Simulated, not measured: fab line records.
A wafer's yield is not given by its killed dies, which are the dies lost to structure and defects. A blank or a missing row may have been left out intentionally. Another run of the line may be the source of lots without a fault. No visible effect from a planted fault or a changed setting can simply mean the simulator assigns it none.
What tool caused it? | flow gf180mcu | Sampling: 24 lots, 72 wafers, 6 of 602 route steps

## WHAT THE GAUGES READ, wafer by wafer
GF_MVSD_OVL_MEAS_07.
lot  | measured    | on         | MVSD_OVL (nm)
L074 | day 4 12:20 | overlay-02 | -2.0 -1.3 -3.4
L075 | day 4 15:12 | overlay-02 | 1.7 2.2 3.1
L076 | day 4 21:32 | overlay-01 | -0.4 -2.5 0.0
L077 | day 5 04:35 | overlay-02 | 2.9 2.4 1.7
L078 | day 5 08:50 | overlay-01 | -1.2 -2.4 -4.1
L079 | day 5 15:40 | overlay-01 | -1.2 0.5 0.6
L080 | day 5 22:15 | overlay-02 | -0.8 -1.6 0.9
L081 | day 6 01:02 | overlay-02 | -0.9 -1.6 -1.1
L082 | day 6 08:29 | overlay-02 | -1.3 -1.3 -1.4
L083 | day 6 15:02 | overlay-02 | -0.6 -1.8 -0.1
L084 | day 6 19:52 | overlay-01 | -1.7 -5.6 -3.7
L085 | day 7 03:00 | overlay-01 | -1.8 -0.9 0.0
L086 | day 7 07:35 | overlay-02 | 0.4 0.9 1.8
L087 | day 7 16:11 | overlay-01 | -2.2 -1.9 -1.6
L088 | day 7 20:36 | overlay-02 | -1.1 -3.5 -0.4
L089 | day 8 02:26 | overlay-01 | -2.7 0.6 1.2
L090 | day 8 07:18 | overlay-02 | 1.6 0.6 1.1
L091 | day 8 12:38 | overlay-01 | -2.5 -3.4 -0.9
L092 | day 8 17:14 | overlay-02 | -0.1 -0.8 -2.3
L093 | day 8 22:37 | overlay-02 | 0.7 1.5 0.8
L094 | day 9 07:41 | overlay-02 | 0.3 0.8 -0.1
L095 | day 9 11:13 | overlay-01 | -0.7 -1.5 -3.0
L096 | day 9 16:44 | overlay-02 | 0.1 0.2 -1.0
L097 | day 9 23:04 | overlay-01 | 2.0 1.0 -0.5

GF_HV_LDD_TW_MEAS_11.
lot  | measured     | on            | HV_LDD_TW
L074 | day 10 01:21 | film-metro-03 | 2392 2371 2374
L075 | day 10 05:15 | film-metro-02 | 2432 2414 2427
L076 | day 10 10:47 | film-metro-04 | 2382 2380 2392
L077 | day 10 22:32 | film-metro-02 | 2424 2436 2433
L078 | day 11 07:12 | film-metro-04 | 2375 2373 2372
L079 | day 11 17:52 | film-metro-02 | 2424 2427 2421
L080 | day 11 21:54 | film-metro-03 | 2375 2376 2371
L081 | day 12 00:08 | film-metro-03 | 2373 2400 2397
L082 | day 12 10:59 | film-metro-02 | 2409 2415 2418
L083 | day 12 19:10 | film-metro-03 | 2392 2395 2394
L084 | day 13 01:57 | film-metro-04 | 2371 2372 2380
L085 | day 13 08:46 | film-metro-04 | 2380 2376 2382
L086 | day 13 15:47 | film-metro-04 | 2370 2375 2366
L087 | day 14 01:26 | film-metro-03 | 2396 2388 2404
L088 | day 14 06:43 | film-metro-04 | 2363 2366 2361
L089 | day 14 18:23 | film-metro-02 | 2424 2420 2429
L090 | day 14 22:15 | film-metro-02 | 2428 2426 2436
L091 | day 15 04:36 | film-metro-04 | 2374 2401 2384
L092 | day 15 11:05 | film-metro-03 | 2404 2393 2401
L093 | day 15 19:28 | film-metro-03 | 2400 2400 2390
L094 | day 16 02:04 | film-metro-04 | 2387 2385 2382
L095 | day 16 10:36 | film-metro-03 | 2390 2396 2389
L096 | day 16 16:14 | film-metro-03 | 2390 2386 2395
L097 | day 17 01:34 | film-metro-02 | 2420 2427 2425

GF_CONTACT_OVL_MEAS_15.
lot  | measured     | on         | CONTACT_OVL (nm)
L074 | day 15 23:49 | overlay-01 | 0 2 5
L075 | day 16 08:40 | overlay-01 | -15 -12 -11
L076 | day 16 12:00 | overlay-01 | -13 -2 -8
L077 | day 17 06:34 | overlay-01 | 1 -6 -2
L078 | day 17 15:43 | overlay-01 | -8 -4 -13
L079 | day 18 05:37 | overlay-01 | -10 -8 -5
L080 | day 18 08:28 | overlay-01 | -4 -7 -3
L081 | day 18 14:57 | overlay-01 | -1 -2 -6
L082 | day 19 05:33 | overlay-01 | -4 -13 -15
L083 | day 19 17:40 | overlay-01 | 8 9 4
L084 | day 19 21:07 | overlay-01 | -13 -8 -5
L085 | day 20 01:13 | overlay-01 | 0 -12 -12
L086 | day 20 13:43 | overlay-02 | -5 -12 -6
L087 | day 20 23:36 | overlay-02 | -3 -2 0
L088 | day 21 05:19 | overlay-02 | -8 -13 -11
L089 | day 21 19:24 | overlay-01 | -9 -4 -13
L090 | day 22 00:31 | overlay-01 | -2 -7 -6
L091 | day 22 06:49 | overlay-01 | -6 -15 -8
L092 | day 22 13:26 | overlay-02 | -3 -6 4
L093 | day 22 22:34 | overlay-02 | 2 0 -3
L094 | day 23 03:43 | overlay-02 | -6 -7 -4
L095 | day 23 15:13 | overlay-02 | 2 -1 -7
L096 | day 23 20:57 | overlay-02 | -6 -2 -1
L097 | day 24 06:31 | overlay-01 | -19 -13 -16

GF_M4_CD_MEAS_14: the cd target is 280 nm.
lot  | measured     | on        | cd-nm (nm)
L074 | day 23 07:05 | cd-sem-02 | 280.0 279.4 280.9
L075 | day 23 18:06 | cd-sem-02 | 279.8 278.3 279.4
L076 | day 23 19:40 | cd-sem-01 | 279.0 279.9 278.4
L077 | day 24 12:07 | cd-sem-01 | 278.8 278.8 279.6
L078 | day 24 22:12 | cd-sem-02 | 279.0 279.6 279.2
L079 | day 25 10:43 | cd-sem-01 | 281.0 280.1 279.6
L080 | day 25 13:36 | cd-sem-01 | 280.9 279.9 280.9
L081 | day 25 20:17 | cd-sem-01 | 278.2 278.7 278.6
L082 | day 26 07:01 | cd-sem-01 | 280.3 280.9 280.8
L083 | day 26 19:45 | cd-sem-02 | 279.4 280.0 279.6
L084 | day 26 21:42 | cd-sem-02 | 279.5 278.7 278.7
L085 | day 26 23:33 | cd-sem-01 | 279.4 278.9 279.2
L086 | day 27 12:01 | cd-sem-01 | 281.5 280.7 280.8
L087 | day 27 21:17 | cd-sem-02 | 279.0 278.4 278.9
L088 | day 28 00:28 | cd-sem-01 | 281.6 283.1 283.0
L089 | day 28 12:44 | cd-sem-01 | 280.0 280.5 281.1
L090 | day 28 17:24 | cd-sem-01 | 282.6 281.6 281.1
L091 | day 28 22:43 | cd-sem-02 | 279.5 279.3 279.2
L092 | day 29 03:41 | cd-sem-02 | 280.0 280.7 280.3
L093 | day 29 11:17 | cd-sem-01 | 279.4 279.9 279.0
L094 | day 29 15:25 | cd-sem-01 | 278.6 278.5 279.2
L095 | day 30 01:35 | cd-sem-02 | 279.8 280.1 280.3
L096 | day 30 06:11 | cd-sem-02 | 281.7 281.1 281.8
L097 | day 30 12:14 | cd-sem-02 | 281.2 281.3 282.1

## WHAT TOOL EACH LOT RAN ON (gives the tool, then ch and the chambers of the sampled wafers, and finally the start)
lot  | GF_SAB_ETCH_11                     | GF_SALICIDE_SPUTTER_03
L074 | rie-diel-02 ch 0,3, day 15 01:40   | pvd-sputter-02, day 15 02:02
L075 | rie-diel-04 ch 0,1,3, day 15 09:29 | pvd-sputter-03, day 15 09:52
L076 | rie-diel-04 ch 0,1,3, day 15 12:40 | pvd-sputter-04, day 15 13:02
L077 | rie-diel-02 ch 0,1,3, day 16 06:07 | pvd-sputter-03, day 16 06:29
L078 | rie-diel-03 ch 2,3, day 16 15:05   | pvd-sputter-02, day 16 15:28
L079 | rie-diel-02 ch 0,1, day 17 04:26   | pvd-sputter-02, day 17 04:50
L080 | rie-diel-04 ch 0,1,3, day 17 07:55 | pvd-sputter-04, day 17 08:18
L081 | rie-diel-03 ch 0,2, day 17 13:38   | pvd-sputter-03, day 17 14:01
L082 | rie-diel-02 ch 1,2,3, day 18 03:05 | pvd-sputter-02, day 18 03:28
L083 | rie-diel-04 ch 0,2,3, day 18 15:56 | pvd-sputter-04, day 18 16:19
L084 | rie-diel-04 ch 0,1,3, day 18 19:20 | pvd-sputter-04, day 18 19:44
L085 | rie-diel-04 ch 1,2,3, day 18 23:47 | pvd-sputter-04, day 19 00:10
L086 | rie-diel-04 ch 1,2,3, day 19 12:02 | pvd-sputter-02, day 19 12:25
L087 | rie-diel-04 ch 0,1,2, day 19 21:28 | pvd-sputter-02, day 19 21:50
L088 | rie-diel-03 ch 0,2, day 20 03:35   | pvd-sputter-04, day 20 03:58
L089 | rie-diel-02 ch 0,1,2, day 20 18:02 | pvd-sputter-04, day 20 18:25
L090 | rie-diel-04 ch 2,3, day 20 23:22   | pvd-sputter-02, day 20 23:44
L091 | rie-diel-03 ch 0,2, day 21 05:34   | pvd-sputter-02, day 21 05:57
L092 | rie-diel-02 ch 1,3, day 21 12:08   | pvd-sputter-02, day 21 12:31
L093 | rie-diel-03 ch 0,1,2, day 21 21:41 | pvd-sputter-04, day 21 22:04
L094 | rie-diel-03 ch 0,2,3, day 22 02:17 | pvd-sputter-03, day 22 02:39
L095 | rie-diel-02 ch 2,3, day 22 14:59   | pvd-sputter-04, day 22 15:21
L096 | rie-diel-02 ch 0,2,3, day 22 19:59 | pvd-sputter-02, day 22 20:22
L097 | rie-diel-03 ch 0,1, day 23 06:17   | pvd-sputter-04, day 23 06:40
- GF_SAB_ETCH_11: etches SiO2 in C4F8/O2/Ar, target depth 55 nm, time 8.5 s.
- GF_SALICIDE_SPUTTER_03: material TiN, target thk 20 nm, time 16.7 s.

## WHAT THE TOOLS THEMSELVES READ (means of the sampled wafers that have a number; where no wafer has one, the mark that the record gives instead)
GF_SAB_ETCH_11.
lot  | tool        | oes-product-au (a.u.)
L074 | rie-diel-02 | 0.998
L075 | rie-diel-04 | 1.001
L076 | rie-diel-04 | 1.006
L077 | rie-diel-02 | 1.002
L078 | rie-diel-03 | 0.992
L079 | rie-diel-02 | 1.005
L080 | rie-diel-04 | 0.996
L081 | rie-diel-03 | 1.001
L082 | rie-diel-02 | 0.997
L083 | rie-diel-04 | 0.997
L084 | rie-diel-04 | 1.006
L085 | rie-diel-04 | 0.998
L086 | rie-diel-04 | 0.992
L087 | rie-diel-04 | 0.994
L088 | rie-diel-03 | 0.990
L089 | rie-diel-02 | 0.997
L090 | rie-diel-04 | 1.005
L091 | rie-diel-03 | 0.989
L092 | rie-diel-02 | 0.995
L093 | rie-diel-03 | 0.999
L094 | rie-diel-03 | 0.995
L095 | rie-diel-02 | 0.995
L096 | rie-diel-02 | 0.996
L097 | rie-diel-03 | 0.991

GF_SALICIDE_SPUTTER_03.
lot  | tool           | cathode-dc-power-W (W) | throttle-valve-pct (%)
L074 | pvd-sputter-02 | 6499.6                 | 29.6
L075 | pvd-sputter-03 | 6499.8                 | 29.7
L076 | pvd-sputter-04 | 6500.0                 | 29.1
L077 | pvd-sputter-03 | 6499.2                 | 29.7
L078 | pvd-sputter-02 | 6499.1                 | 28.2
L079 | pvd-sputter-02 | 6499.2                 | 29.1
L080 | pvd-sputter-04 | 6500.4                 | 29.2
L081 | pvd-sputter-03 | 6500.1                 | 29.9
L082 | pvd-sputter-02 | 6500.3                 | 29.3
L083 | pvd-sputter-04 | 6499.9                 | 28.8
L084 | pvd-sputter-04 | 6499.5                 | 28.7
L085 | pvd-sputter-04 | 6500.9                 | 28.9
L086 | pvd-sputter-02 | 6499.3                 | 28.2
L087 | pvd-sputter-02 | 6500.8                 | 28.8
L088 | pvd-sputter-04 | 6500.0                 | 28.8
L089 | pvd-sputter-04 | 6500.9                 | 29.6
L090 | pvd-sputter-02 | 6501.3                 | 30.0
L091 | pvd-sputter-02 | 6499.4                 | 29.9
L092 | pvd-sputter-02 | 6499.3                 | 29.2
L093 | pvd-sputter-04 | 6499.4                 | 29.4
L094 | pvd-sputter-03 | 6500.6                 | 29.2
L095 | pvd-sputter-04 | 6501.5                 | 28.7
L096 | pvd-sputter-02 | 6500.5                 | 28.7
L097 | pvd-sputter-04 | 6500.0                 | 29.7

## THE ANSWER, worked out from the rows above alone
Rule: the lots themselves supply what counts as usual. The widest of any qualifying gaps counts: lots, ordered by their means at a reading, are off when they make up no more than a third of the lots, leave a main group of 4 or more, and stand apart from it by 3 or more times the standard deviation of that group's means. A main group is skipped when, at the precision printed for the reading in the tables above, its means are all equal. A lot without any number at a reading at which 4 lots or more have one is off too. Where the step has rows for the other lots, those lots are counted as sound. After the gauges, taken in route order, come the tools' own readings; for these a lot's mean is taken, as printed above. At the first step where some lot is off, the reading lying furthest off is the one used; lots without a number count as furthest.
No lot is off at any reading shown: from this, nothing can be told.

## WHAT WAS PUT IN BY THE SIMULATOR
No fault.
